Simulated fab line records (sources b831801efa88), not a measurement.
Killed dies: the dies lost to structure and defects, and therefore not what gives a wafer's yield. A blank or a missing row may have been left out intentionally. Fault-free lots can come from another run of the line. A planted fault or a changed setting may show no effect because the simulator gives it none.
A lot that was struck, set against a sound lot	flow gf180mcu	14 steps out of a route of 602
Sound: wafers L210.1, L210.3, L210.4. The struck wafers were L222.1, L222.4, L222.5. The cause is given at the end.
Per side, at each step with rows, come the tool, then ch with its chambers, and then its first start. Under that, the readings that differ: sound wafers	struck wafers	difference of the means	sigmas: that difference in standard deviations of wafers without a fault.
alike: readings with means less than 2 such deviations apart, plus words and numbers identical on both sides. not compared: withheld readings, readings lacking a value on some wafer, bounds such as >300 that could conceal the same value, and numbers that have no deviation in the record and whose values overlap.
Wherever a step has rows on one side only, a row that says differs or no value, or a row with sigmas, the two part there. Numbers that don't overlap but have no deviation are shown without sigmas and don't part them. A reading missing from all wafers of one side parts the sides only when that side holds two or more wafers.

first, 2 steps without rows for these wafers: GF_M5_CLEAN_13 (cleans in DIW); GF_V5_CVD_00 (deposits SiO2, target thk 300 nm, time 50 s).
GF_V5_THK_MEAS_01:
  struck on filmMetro-04, day 31 10:38; sound on filmMetro-02, day 28 06:48
  alike: V5_CVD_00_THK
GF_V5_CVD_02: deposits SiO2 from TEOS, target thk 1450 nm, time 163.28 s.
  sound on pecvd-02 ch 0,1, day 28 06:52; struck on pecvd-02 ch 0,1,2, day 31 10:42
  alike: heaterPowerOuterW, heaterPowerW, rfFwdPowerW
GF_V5_THK_MEAS_03:
  struck on filmMetro-02, day 31 10:48; sound on filmMetro-04, day 28 06:58
  alike: V5_CVD_02_THK
GF_V5_CMP_04: polishes SiO2.
  sound on cmp-02 ch 0,2,3, day 28 07:02; struck on cmp-02 ch 0,2,3, day 31 10:52
  alike: motorCurrentA, slurryFlowMlMin
GF_V5_BOW_MEAS_05:
  struck on filmMetro-02, day 31 11:10; sound on filmMetro-02, day 28 07:20
  alike: V5_BOW
then, 5 steps without rows for these wafers: GF_V5_DEHYDRATE_06 (time 60 s); GF_V5_HMDS_07 (prime time 60 s); GF_V5_COAT_08; GF_V5_COAT_09 (resist thk 1000 nm); GF_V5_SOFTBAKE_10 (time 60 s).
GF_V5_EXPOSE_11: exposes mask Via5, target cd 260 nm.
  sound on krfScanner-02 ch 0, day 28 17:05; struck on krfScanner-01, day 31 19:59
  no value came back on the struck wafers for exposureDoseMJCm2, focusOffsetNm (nm), stageVelMmS (mm/s); on the sound wafers exposureDoseMJCm2 reads 38.00 38.02 37.98
  alike: mask
then, 1 step without rows for these wafers: GF_V5_PEB_12 (peb time 90 s).

## WHERE THEY PART
GF_V5_EXPOSE_11 only, going by this record.

WHY: what had been put in by the simulator
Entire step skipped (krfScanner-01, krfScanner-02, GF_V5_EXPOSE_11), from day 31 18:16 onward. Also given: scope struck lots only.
